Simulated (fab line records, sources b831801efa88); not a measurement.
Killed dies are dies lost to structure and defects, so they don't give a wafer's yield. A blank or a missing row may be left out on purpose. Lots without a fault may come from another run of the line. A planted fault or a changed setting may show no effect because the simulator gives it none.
Which tool did it? | flow sky130 | 13 lots, 38 wafers sampled, at 5 steps of a route of 708

WHAT THE GAUGES READ, wafer by wafer
SKY_SD_N_RS_MEAS_16: measures by four-point-probe.
lot  | measured     | on            | SD_N_RS (ohm/sq)
L620 | day 28 19:01 | film_metro-02 | 68.51 68.49 68.40
L621 | day 29 11:34 | film_metro-03 | 68.75 68.72 68.66
L624 | day 30 16:32 | film_metro-03 | 66.76 66.72 66.66
L626 | day 30 18:17 | film_metro-03 | 66.69 66.71 66.62
L631 | day 32 01:50 | film_metro-03 | 68.32 68.30 68.30
L633 | day 32 20:58 | film_metro-03 | 68.33 68.61 68.46
L634 | day 32 23:08 | film_metro-02 | 68.41 68.43 68.55
L635 | day 33 03:47 | film_metro-02 | 68.57 68.58 68.70
L636 | day 33 13:59 | film_metro-01 | 68.56 68.59
L637 | day 34 11:58 | film_metro-03 | 68.41 68.48 68.33
L639 | day 35 02:13 | film_metro-03 | 68.43 68.51 68.59
L641 | day 35 03:26 | film_metro-02 | 68.54 68.67 68.84
L642 | day 35 18:04 | film_metro-01 | 68.50 68.52 68.51

SKY_LI_CONTACT_THK_MEAS_01.
lot  | measured     | on            | LI_CONTACT_HDPCVD_THK (nm)
L620 | day 28 19:29 | film_metro-01 | 942 936 944
L621 | day 29 12:05 | film_metro-01 | 940 936 936
L624 | day 30 17:01 | film_metro-03 | 936 934 932
L626 | day 30 18:46 | film_metro-02 | 934 929 934
L631 | day 32 02:19 | film_metro-01 | 922 917 920
L633 | day 32 21:26 | film_metro-02 | 943 944 949
L634 | day 32 23:37 | film_metro-03 | 921 935 934
L635 | day 33 04:14 | film_metro-03 | 915 934 931
L636 | day 33 14:26 | film_metro-03 | 924 923
L637 | day 34 12:25 | film_metro-02 | 925 914 915
L639 | day 35 02:42 | film_metro-03 | 927 930 915
L641 | day 35 03:54 | film_metro-02 | 915 913 928
L642 | day 35 18:32 | film_metro-02 | 930 929 933

SKY_LI_CONTACT_CD_MEAS_12: target cd 170 nm.
lot  | measured     | on        | cd_nm (nm)
L620 | day 30 00:35 | cd_sem-02 | 167.6 168.0 167.3
L621 | day 30 15:57 | cd_sem-01 | 166.9 167.6 166.6
L624 | day 31 20:32 | cd_sem-01 | 169.0 171.4 170.9
L626 | day 31 22:51 | cd_sem-02 | 169.0 169.1 169.3
L631 | day 33 04:58 | cd_sem-02 | 169.2 167.7 167.3
L633 | day 34 00:33 | cd_sem-02 | 170.4 169.2 170.3
L634 | day 34 02:02 | cd_sem-01 | 169.4 169.1 167.9
L635 | day 34 06:38 | cd_sem-02 | 171.6 171.0 169.8
L636 | day 34 17:18 | cd_sem-01 | 168.4 169.6
L637 | day 35 15:07 | cd_sem-01 | 169.7 168.1 167.5
L639 | day 36 05:02 | cd_sem-02 | 169.0 169.6 169.5
L641 | day 36 06:38 | cd_sem-01 | 171.0 169.9 170.4
L642 | day 36 21:06 | cd_sem-02 | 170.2 169.6 169.4

WHICH TOOL RAN EACH LOT (tool, then ch and the chambers of the sampled wafers, then the start)
lot  | SKY_SD_N_IMPLANT_10             | SKY_SD_N_RTA_14
L620 | implanter-04 ch 0, day 28 18:30 | rtp_anneal-01 ch 0, day 28 18:49
L621 | implanter-04 ch 0, day 29 11:02 | rtp_anneal-02 ch 0, day 29 11:22
L624 | implanter-04 ch 0, day 30 16:00 | rtp_anneal-01 ch 0, day 30 16:22
L626 | implanter-04 ch 0, day 30 17:45 | rtp_anneal-02 ch 0, day 30 18:07
L631 | implanter-01 ch 0, day 32 01:19 | rtp_anneal-02 ch 0, day 32 01:39
L633 | implanter-03 ch 0, day 32 20:25 | rtp_anneal-02 ch 0, day 32 20:46
L634 | implanter-01 ch 0, day 32 22:36 | rtp_anneal-01 ch 0, day 32 22:58
L635 | implanter-04 ch 0, day 33 03:16 | rtp_anneal-02 ch 0, day 33 03:34
L636 | implanter-04 ch 0, day 33 13:28 | rtp_anneal-01 ch 0, day 33 13:47
L637 | implanter-03 ch 0, day 34 11:26 | rtp_anneal-02 ch 0, day 34 11:46
L639 | implanter-04 ch 0, day 35 01:32 | rtp_anneal-01 ch 0, day 35 02:02
L641 | implanter-04 ch 0, day 35 02:48 | rtp_anneal-02 ch 0, day 35 03:14
L642 | implanter-03 ch 0, day 35 17:32 | rtp_anneal-01 ch 0, day 35 17:52
- SKY_SD_N_IMPLANT_10
- SKY_SD_N_RTA_14: time 2 s.

WHAT THE TOOLS THEMSELVES READ (means of the sampled wafers that have a number; where no wafer has one, the mark that the record gives instead)
SKY_SD_N_IMPLANT_10.
lot  | tool         | beam_on_s (s) | dose_ions_cm2 | end_station_pressure_torr (Torr)
L620 | implanter-04 | 11.2          | 9.9947e+13    | 5.10e-06
L621 | implanter-04 | 11.3          | 1.0008e+14    | 5.47e-06
L624 | implanter-04 | 19.6          | 1.7123e+14    | 5.14e-06
L626 | implanter-04 | 20.0          | 1.7126e+14    | 5.43e-06
L631 | implanter-01 | 10.0          | 1.0009e+14    | 5.31e-06
L633 | implanter-03 | 11.1          | 1.0001e+14    | 5.91e-06
L634 | implanter-01 | 10.3          | 1.0004e+14    | 5.58e-06
L635 | implanter-04 | 11.5          | 1.0003e+14    | 5.18e-06
L636 | implanter-04 | 11.4          | 1.0002e+14    | 5.48e-06
L637 | implanter-03 | 10.9          | 9.9887e+13    | 5.63e-06
L639 | implanter-04 | 11.4          | 1.0000e+14    | 5.16e-06
L641 | implanter-04 | 11.5          | 9.9967e+13    | 5.32e-06
L642 | implanter-03 | 11.2          | 1.0001e+14    | 5.39e-06

SKY_SD_N_RTA_14.
lot  | tool          | lamp_power_pct (%) | ramp_down_c_per_s | wafer_temp_C_max
L620 | rtp_anneal-01 | 15.73              | 90.028            | 1079.3
L621 | rtp_anneal-02 | 15.70              | 89.988            | 1078.3
L624 | rtp_anneal-01 | 15.73              | 89.992            | 1076.9
L626 | rtp_anneal-02 | 15.69              | 90.012            | 1078.6
L631 | rtp_anneal-02 | 15.70              | 89.988            | 1077.6
L633 | rtp_anneal-02 | 15.69              | 90.010            | 1078.3
L634 | rtp_anneal-01 | 15.74              | 90.008            | 1077.9
L635 | rtp_anneal-02 | 15.77              | 90.005            | 1078.3
L636 | rtp_anneal-01 | 15.71              | 89.981            | 1077.8
L637 | rtp_anneal-02 | 15.74              | 89.996            | 1078.0
L639 | rtp_anneal-01 | 15.75              | 90.014            | 1076.6
L641 | rtp_anneal-02 | 15.76              | 89.999            | 1078.0
L642 | rtp_anneal-01 | 15.73              | 89.992            | 1078.7

THE ANSWER, worked out from the rows above alone
Rule: what is usual is taken from the lots themselves. Put in order of their means at a reading, lots are off if they are a third of the lots or fewer, leave a main group of 4 or more, and stand apart from it by a gap of 3 or more times the standard deviation of the main group's means; of several such gaps the widest counts. A main group whose means are all the same, to the digits that the tables above print for the reading, isn't used. A lot without any number at a reading at which 4 lots or more have one is off too. The other lots that the step has rows for count as sound. The gauges are gone through in route order, then the tools' own readings, and for those a lot's mean is taken as printed above. The first step at which some lot is off is used, and at that step the reading that is off furthest; a lot without a number counts as furthest.
Off: L624, L626, at SKY_SD_N_RS_MEAS_16 (SD_N_RS). The main group: mean 68.52 ohm/sq, standard deviation 0.11.
A tool fits if, at a process step before that reading, it ran every lot that is off, and no sound lot after the first of them. The gauges at SKY_SD_N_RS_MEAS_16 aren't tried: what is off there is off at SKY_SD_N_IMPLANT_10 too, on other tools, and a gauge's error can't cause that. None of those tried fits.

WHAT THE SIMULATOR HAD PUT IN
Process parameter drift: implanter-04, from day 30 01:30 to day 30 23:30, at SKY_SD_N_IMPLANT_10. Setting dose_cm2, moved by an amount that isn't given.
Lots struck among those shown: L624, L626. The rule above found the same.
